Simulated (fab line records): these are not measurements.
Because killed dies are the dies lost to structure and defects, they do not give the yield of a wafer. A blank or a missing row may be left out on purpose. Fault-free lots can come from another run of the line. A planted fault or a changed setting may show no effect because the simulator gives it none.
8D (eight disciplines) problem report, filled in by code :: flow gf180mcu :: the parts of the form that need people (team, actions taken, sign-off) are left out

1. PROBLEM STATEMENT
runLengthS at GF_M5_SOFTBAKE_03 reads a mean of 97.28 s on 6 wafers of 2 lots; wafers without a fault read 89.21 s with a standard deviation of 0.22. That is +37 standard deviations from the usual mean.
The step: time 60 s.
The first sign was on wafer L559.1 at day 30 10:19, on lithoTrack-04. Wafers with a number at this step in the record: 39, from 13 lots. Rule for "out", or "out of limits": more than 4 standard deviations from the usual mean. Any other wafer with a number is counted as sound.

2. WHAT IT IS, AND WHAT IT ISN'T
question: which readings at this step
is: runLengthS
is not: -

question: which lots
is: L559, L561
is not: L544, L545, L546, L547, L548, L549, L550, L553, L563, L564, L565

question: which wafers of those lots
is: all that have a number
is not: -

question: read on which tools
is: lithoTrack-04
is not: lithoTrack-01, lithoTrack-02

question: when
is: from day 30 10:19
is not: up to then (24 sound wafers); but 9 sound wafers of L563, L564, L565 came after

3. SUSPECTS, AND WHAT RULES EACH OUT
Counting: any tool at a process step up to the reading is kept as a suspect provided that every lot that is out went through it and no sound lot did after the first of them.
- cmp-02 at GF_V4_CMP_26 (polishes, stops on SiO2, t overpolish 15 s, target thk 0 nm): ruled out as a lasting fault. Sound lots L563, L564, L565 ran on it after its first lot that is out, L559 (day 29 05:11).
- lithoTrack-04 at GF_M5_SOFTBAKE_03 (time 60 s): kept. All lots that are out passed through it, beginning with L559 at day 30 10:19, and no sound lot followed; its final sound lot before that point was L553 at day 28 17:10. Its own runLengthS readings are out on those wafers.
Left after counting: lithoTrack-04 at GF_M5_SOFTBAKE_03.

4. THE CAUSE (what the simulator had put in)
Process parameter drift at GF_M5_SOFTBAKE_03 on lithoTrack-04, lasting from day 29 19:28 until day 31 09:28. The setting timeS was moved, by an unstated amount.
This tool alone remained once counting was done.

5. THE EFFECT CHAIN, in route order
Rows list readings where the struck wafers' mean (over those with a number) sits beyond 3 standard deviations from the usual. Readings are gone through only where the record gives a usual standard deviation; hours: the median, over the lots, of the time from a lot's start at the first step in this table giving one to that lot's start at this step; sigmas: the change measured in usual standard deviations.
hours: 0
step: GF_M5_SOFTBAKE_03
reading: runLengthS
usual: 89.21 s
on struck wafers: 97.28
change: +8.07
sigmas: +37
Here are the process steps it includes:
- GF_M5_SOFTBAKE_03: time 60 s.
At these later measuring or inspecting steps, every struck wafer for which the step has a row has a number for every such reading, and none has moved that far: GF_V5_THK_MEAS_01.

6. HOW IT WOULD HAVE BEEN CAUGHT EARLIER
In this record no reading fell out of limits until day 30 10:19, 15 hours after the fault had begun at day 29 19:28.
